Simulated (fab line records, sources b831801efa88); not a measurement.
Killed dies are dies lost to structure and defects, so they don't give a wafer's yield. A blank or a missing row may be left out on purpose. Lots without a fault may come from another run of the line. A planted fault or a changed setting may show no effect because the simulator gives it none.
fab line records | flow sky130
record lots=5 wafers=15 last_day=49
route steps=708 shown PASSIVATION@690 PAD_OPEN@694
lots that met no fault: from a run of the same line without faults
start_h: hours from the record's first day to the start of the lot's first wafer shown | wait_h: hours since the lot's step before | " the same as in the row above | L1.1+2: a row that stands for several wafers | - no value, or no start given | * or withheld: withheld | < > ~ a bound
route shown NAME@n: a module of which the file shows steps, and the number in the route of the first | usual: mean/standard deviation of fault-free wafers | same: alike in all rows | chamber/n: place in a boat | sites: the reading at each site | _std_site: their standard deviation | _edge_site: outer sites' mean less inner sites' | radius_mm: how far each site lies from the wafer's centre | mask NAME#n: copy n | behind: the tool/chamber that last shaped the wafer | hold: why the lot was held/for how many hours/how that ended | device: the transistor (n, p or np) that didn't switch | end of line: the same wafers' tests at the end of the route | a step without rows: its recipe alone | killed: dies lost to structure and defects at the first sort, not the wafer's yield | map: a wafer's dies, x killed, . not, _ none there
set.NAME: the setting as run; set.NAME@STEP: as run at that earlier step | model.NAME: the simulator's own value behind a step, which no gauge read
lots at some steps of the route; a table a step, a row a wafer
services: from which hour (start_h, from the record's first day; less than 0 if before it) a tool's chamber was out of use, for how many hours, and why
## steps
# step SKY_PASSIVATION_PEB_09
# recipe temp_c=115 time_s=withheld
# columns lot.wafer tool chamber start_h wait_h
L078.2+3+6 litho_track-03 0 - -
L080.2+3+6 litho_track-04 0 - -
L087.3+4+5 litho_track-02 0 - -
L090.1+4+5 litho_track-02 0 - -
L094.3+4+5 litho_track-02 0 - -
# step SKY_PASSIVATION_DEVELOP_10
# recipe develop_time_s=60 dev_temp_c=22
# same develop_time_s=60
# columns lot.wafer tool chamber start_h wait_h
L078.2+3+6 litho_track-03 0 - -
L080.2+3+6 litho_track-04 0 - -
L087.3+4+5 litho_track-02 0 - -
L090.1+4+5 litho_track-02 0 - -
L094.3+4+5 litho_track-02 0 - -
# step SKY_PASSIVATION_ETCH_11
# recipe chemistry=CF4/O2 target_depth_nm=725 stop_on=AlCu source_w=800 bias_w=150 pressure_mtorr=150 cf4_flow_sccm=80 O2_flow_sccm=10 time_s=161.1
# usual drypump_motor_current_A=5.8/0.46 oes_product_au=0.975/0.008 throttle_valve_pct=5.965/0.0094
# columns lot.wafer tool chamber start_h wait_h drypump_motor_current_A oes_product_au rf_hours_counter_h throttle_valve_pct
L078.2 rie_diel-04 3 1070.83 - 5.8 0.974 11 5.972
L078.3 " 0 " " 6.3 0.968 22 5.979
L078.6 " 3 " " 5.8 0.972 - 5.970
L080.2 rie_diel-02 3 1088.29 - 5.5 0.973 9 5.968
L080.3 " 2 " " 5.5 0.969 20 5.952
L080.6 " 3 " " 5.5 0.974 - 5.971
L087.3 rie_diel-01 1 1127.39 - 6.1 0.964 10 5.984
L087.4 " 3 " " 5.4 0.974 12 5.979
L087.5 " 2 " " 5.8 0.982 - 5.963
L090.1 rie_diel-02 3 1139.34 - 5.5 0.968 11 5.958
L090.4 " 2 " " 5.5 0.971 22 5.961
L090.5 " 0 " " 5.8 0.981 - 5.956
L094.3 rie_diel-04 0 1162.84 - 6.3 0.979 25 5.978
L094.4 " 2 " " 6.5 0.979 22 5.963
L094.5 " 1 " " 6.2 0.985 - 5.960
# step SKY_PASSIVATION_STRIP_12
# recipe chemistry=O2/N2 power_w=1400 pressure_mtorr=1500 platen_temp_c=withheld overash_fraction=0.7 o2_flow_sccm=3000 n2_flow_sccm=300
# usual drypump_motor_current_A=5.6/0.58 n2_flow_sccm=300.0/0.91 oes_product_au=0.661/0.0049 strip_time_to_endpoint_s=31.47/0.17
# columns lot.wafer tool chamber start_h wait_h drypump_motor_current_A n2_flow_sccm oes_product_au rf_hours_counter_h strip_time_to_endpoint_s
L078.2 plasma_asher-04 1 1070.94 0.1 4.7 301.2 0.657 29 31.73
L078.3 " 1 " " 4.7 299.4 0.651 - 31.68
L078.6 " 1 " " 4.7 299.8 0.659 - 31.77
L080.2 plasma_asher-02 1 1088.39 0.1 5.9 301.1 0.660 2 31.35
L080.3 " 0 " " 5.1 300.2 0.667 - 31.50
L080.6 " 0 " " 5.1 298.8 0.658 - 31.40
L087.3 plasma_asher-03 1 1127.53 0.1 5.5 300.3 0.664 - 31.51
L087.4 " 0 " " 5.8 299.1 0.654 - 31.29
L087.5 " 1 " " 5.4 300.0 0.663 - 31.53
L090.1 plasma_asher-03 0 1139.44 0.1 5.8 300.9 0.658 72 31.12
L090.4 " 1 " " 5.5 301.0 0.660 - 31.37
L090.5 " 0 " " 5.8 299.5 0.661 - 31.53
L094.3 plasma_asher-04 1 1162.98 0.1 4.7 299.1 0.664 - 31.48
L094.4 " 0 " " 6.7 299.0 0.666 - 31.38
L094.5 " 0 " " 6.6 299.3 0.658 - 31.22
# step SKY_PAD_OPEN_DEHYDRATE_00
# recipe temp_c=200 time_s=60
# columns lot.wafer tool chamber start_h wait_h
L078.2+3+6 litho_track-01 0 1080.41 9.4
L080.2+3+6 litho_track-03 0 1097.26 8.8
L087.3+4+5 litho_track-03 0 1136.93 9.4
L090.1+4+5 litho_track-04 0 1147.89 8.4
L094.3+4+5 litho_track-01 0 1171.34 8.3
# step SKY_PAD_OPEN_HMDS_01
# recipe prime_time_s=60 prime_temp_c=120
# columns lot.wafer tool chamber start_h wait_h
L078.2+3+6 litho_track-01 0 1080.56 0.1
L080.2+3+6 litho_track-03 0 1097.41 0.1
L087.3+4+5 litho_track-03 0 1137.08 0.1
L090.1+4+5 litho_track-04 0 1148.04 0.1
L094.3+4+5 litho_track-01 0 1171.49 0.1
# step SKY_PAD_OPEN_COAT_02
# recipe spin_rpm=2000 resist_thk_nm=3000
# columns lot.wafer tool chamber start_h wait_h
L078.2+3+6 litho_track-01 0 1080.71 0.1
L080.2+3+6 litho_track-03 0 1097.56 0.1
L087.3+4+5 litho_track-03 0 1137.23 0.1
L090.1+4+5 litho_track-04 0 1148.19 0.1
L094.3+4+5 litho_track-01 0 1171.64 0.1
# step SKY_PAD_OPEN_SOFTBAKE_03
# recipe temp_c=109.4 time_s=withheld
# columns lot.wafer tool chamber start_h wait_h
L078.2+3+6 litho_track-01 0 1080.87 0.1
L080.2+3+6 litho_track-03 0 1097.72 0.1
L087.3+4+5 litho_track-03 0 1137.40 0.1
L090.1+4+5 litho_track-04 0 1148.34 0.1
L094.3+4+5 litho_track-01 0 1171.81 0.1
# step SKY_PAD_OPEN_EXPOSE_04
# recipe mask_id=PDM target_cd_nm=60000 na=0.57 dose_mj=260
# columns lot.wafer tool chamber start_h wait_h mask
L078.2+3+6 iline_stepper-02 0 - - PDM#0
L080.2+3+6 iline_stepper-01 0 - - PDM#0
L087.3+4+5 iline_stepper-01 0 - - PDM#0
L090.1+4+5 iline_stepper-01 0 - - PDM#0
L094.3+4+5 iline_stepper-01 0 - - PDM#0
# step SKY_PAD_OPEN_PEB_05
# recipe temp_c=115 time_s=withheld
# columns lot.wafer tool chamber start_h wait_h
L078.2+3+6 litho_track-04 0 - -
L080.2+3+6 litho_track-04 0 - -
L087.3+4+5 litho_track-01 0 - -
L090.1+4+5 litho_track-01 0 - -
L094.3+4+5 litho_track-04 0 - -
# step SKY_PAD_OPEN_DEVELOP_06
# recipe develop_time_s=60 dev_temp_c=23
# same develop_time_s=60
# columns lot.wafer tool chamber start_h wait_h
L078.2+3+6 litho_track-04 0 - -
L080.2+3+6 litho_track-04 0 - -
L087.3+4+5 litho_track-01 0 - -
L090.1+4+5 litho_track-01 0 - -
L094.3+4+5 litho_track-04 0 - -
# step SKY_PAD_OPEN_ETCH_07
# recipe chemistry=CF4/O2 target_depth_nm=725 stop_on=AlCu source_w=800 bias_w=150 pressure_mtorr=150 cf4_flow_sccm=80 O2_flow_sccm=10 time_s=161.1
# usual drypump_motor_current_A=5.7/0.45 oes_product_au=0.975/0.0082 throttle_valve_pct=5.963/0.0092
# columns lot.wafer tool chamber start_h wait_h drypump_motor_current_A oes_product_au rf_hours_counter_h throttle_valve_pct
L078.2 rie_diel-04 3 1091.14 - 5.9 0.970 11 5.968
L078.3 " 2 " " 6.5 0.970 20 5.972
L078.6 " 2 " " 6.5 0.978 - 5.970
L080.2 rie_diel-03 2 1108.19 - 5.8 0.960 19 5.938
L080.3 " 3 " " 5.1 0.964 24 5.976
L080.6 " 1 " " 5.1 0.974 - 5.958
L087.3 rie_diel-03 0 1146.34 - 5.3 0.981 18 5.956
L087.4 " 3 " " 5.1 0.983 26 5.971
L087.5 " 0 " " 5.4 0.975 - 5.967
L090.1 rie_diel-02 2 1157.54 - 5.5 0.976 22 5.977
L090.4 " 1 " " 6.0 0.982 2 5.963
L090.5 " 1 " " 6.0 0.983 - 5.966
L094.3 rie_diel-04 0 1179.49 - 6.2 0.982 25 5.964
L094.4 " 3 " " 5.9 0.985 15 5.966
L094.5 " 2 " " 6.5 0.986 - 5.970
# step SKY_PAD_OPEN_STRIP_08
# recipe chemistry=O2/N2 power_w=1400 pressure_mtorr=1500 platen_temp_c=withheld overash_fraction=0.7 o2_flow_sccm=3000 n2_flow_sccm=300
# usual drypump_motor_current_A=5.7/0.53 n2_flow_sccm=300.1/0.93 oes_product_au=0.663/0.0049 strip_time_to_endpoint_s=37.18/0.1
# columns lot.wafer tool chamber start_h wait_h drypump_motor_current_A n2_flow_sccm oes_product_au rf_hours_counter_h strip_time_to_endpoint_s
L078.2 plasma_asher-04 1 1091.24 0.1 4.7 298.7 0.663 31 37.12
L078.3 " 1 " " 4.7 297.2 0.664 - 37.13
L078.6 " 0 " " 6.7 298.5 0.667 - 37.14
L080.2 plasma_asher-03 1 1108.29 0.1 5.4 300.0 0.659 69 37.28
L080.3 " 0 " " 5.8 300.6 0.656 - 37.19
L080.6 " 1 " " 5.4 299.4 0.664 - 37.23
L087.3 plasma_asher-01 1 1146.48 0.1 6.2 300.8 0.663 - 37.11
L087.4 " 0 " " 5.2 299.2 0.674 - 37.10
L087.5 " 0 " " 5.2 300.1 0.670 - 37.11
L090.1 plasma_asher-01 1 1157.65 0.1 6.2 299.3 0.667 101 37.18
L090.4 " 1 " " 6.2 299.8 0.662 - 37.11
L090.5 " 1 " " 6.2 299.7 0.664 - 37.01
L094.3 plasma_asher-03 0 1179.63 0.1 5.7 300.1 0.660 - 37.24
L094.4 " 1 " " 5.4 299.6 0.662 - 37.17
L094.5 " 1 " " 5.4 299.7 0.665 - 37.19
# step SKY_PAD_OPEN_STRIP_09
# recipe chemistry=post_etch_residue_remover time_s=1200 temp_c=72.5
# columns lot.wafer tool chamber start_h wait_h
L078.2+3+6 wet_bench-02 2 1091.34 0.1
L080.2+3+6 wet_bench-02 0 1108.39 0.1
L087.3+4+5 wet_bench-02 2 1146.55 0.0
L090.1+4+5 wet_bench-01 1 1157.75 0.1
L094.3+4+5 wet_bench-01 3 1179.69 0.0
# step SKY_PAD_OPEN_CLEAN_10
# recipe chemistry=IPA time_s=180 temp_c=25
# columns lot.wafer tool chamber start_h wait_h
L078.2+3+6 wet_bench-01 0 1091.71 0.0
L080.2+3+6 wet_bench-01 3 1108.73 0.0
L087.3+4+5 wet_bench-03 1 1147.23 0.0
L090.1+4+5 wet_bench-02 1 1158.12 0.0
L094.3+4+5 wet_bench-03 2 1180.03 0.0
# step SKY_PAD_OPEN_CLEAN_11
# recipe chemistry=O3/DIW dry=n2_spin
# columns lot.wafer tool chamber start_h wait_h
L078.2+3+6 wet_bench-02 3 1091.77 0.0
L080.2+3+6 wet_bench-03 2 1108.79 0.0
L087.3+4+5 wet_bench-01 1 1147.36 0.0
L090.1+4+5 wet_bench-01 1 1158.18 0.0
L094.3+4+5 wet_bench-01 3 1180.09 0.0
# step SKY_PAD_OPEN_ANNEAL_12
# recipe temp_c=400 time_s=withheld ambient=N2/H2 idle_temp_c=300 ramp_up_c_per_min=8 ramp_down_c_per_min=4
# usual zone_power_lower_pct=3.78/0.12
# columns lot.wafer tool chamber start_h wait_h zone_power_lower_pct
L078.2 furnace-02 0 1091.87 0.0 3.90
L078.3 " 0 " " 3.88
L078.6 " 0 " " 3.90
L080.2 furnace-02 0 1108.88 0.0 3.91
L080.3 " 0 " " 3.94
L080.6 " 0 " " 3.87
L087.3 furnace-02 0 1147.46 0.0 3.84
L087.4 " 0 " " 3.95
L087.5 " 0 " " 3.92
L090.1 furnace-01 0 1158.28 0.0 3.66
L090.4 " 0 " " 3.68
L090.5 " 0 " " 3.69
L094.3 furnace-01 0 1180.18 0.0 3.62
L094.4 " 0 " " 3.74
L094.5 " 0 " " 3.71
# step SKY_PAD_OPEN_BOW_MEAS_13
# recipe mode=bow
# usual PAD_OPEN_BOW=46/8.1
# columns lot.wafer tool chamber start_h wait_h PAD_OPEN_BOW[um]
L078.2 film_metro-01 - 1093.39 - 32
L078.3 " - " " 43
L078.6 " - " " 41
L080.2 film_metro-03 - 1110.40 - 56
L080.3 " - " " 53
L080.6 " - " " 55
L087.3 film_metro-03 - 1149.00 - 55
L087.4 " - " " 49
L087.5 " - " " 33
L090.1 film_metro-03 - 1159.78 - 50
L090.4 " - " " 55
L090.5 " - " " 44
L094.3 film_metro-01 - 1181.72 - 45
L094.4 " - " " 57
L094.5 " - " " 47
## services
# columns tool chamber start_h hours kind
plasma_asher-02 - 1055.25 9.0 pm
plasma_asher-02 0 1055.25 9.0 vent_cycle
plasma_asher-02 1 1055.25 9.0 vent_cycle
wet_bench-01 - 1055.56 4.4 pm
plasma_asher-02 0 1064.25 - clean
plasma_asher-02 1 1064.25 - clean
rie_diel-02 1 1080.51 - clean
rie_diel-02 1 1080.51 25.2 scheduled_down
rie_diel-02 1 1080.51 25.2 vent_cycle
rie_diel-01 - 1081.69 0.7 repair
furnace-01 - 1083.40 3.1 pm
rie_diel-03 0 1093.18 6.0 repair
furnace-01 - 1100.05 15.6 pm
iline_stepper-01 - 1110.82 1.7 pm
wet_bench-01 - 1111.78 0.7 repair
iline_stepper-01 0 1118.70 - calibration
rie_diel-03 0 1121.86 8.2 repair
rie_diel-04 0 1131.22 8.2 repair
iline_stepper-02 - 1140.03 1.7 pm
wet_bench-03 - 1152.20 1.0 repair
rie_diel-03 1 1161.69 2.8 repair
rie_diel-01 - 1176.12 0.7 repair
## key
fault none
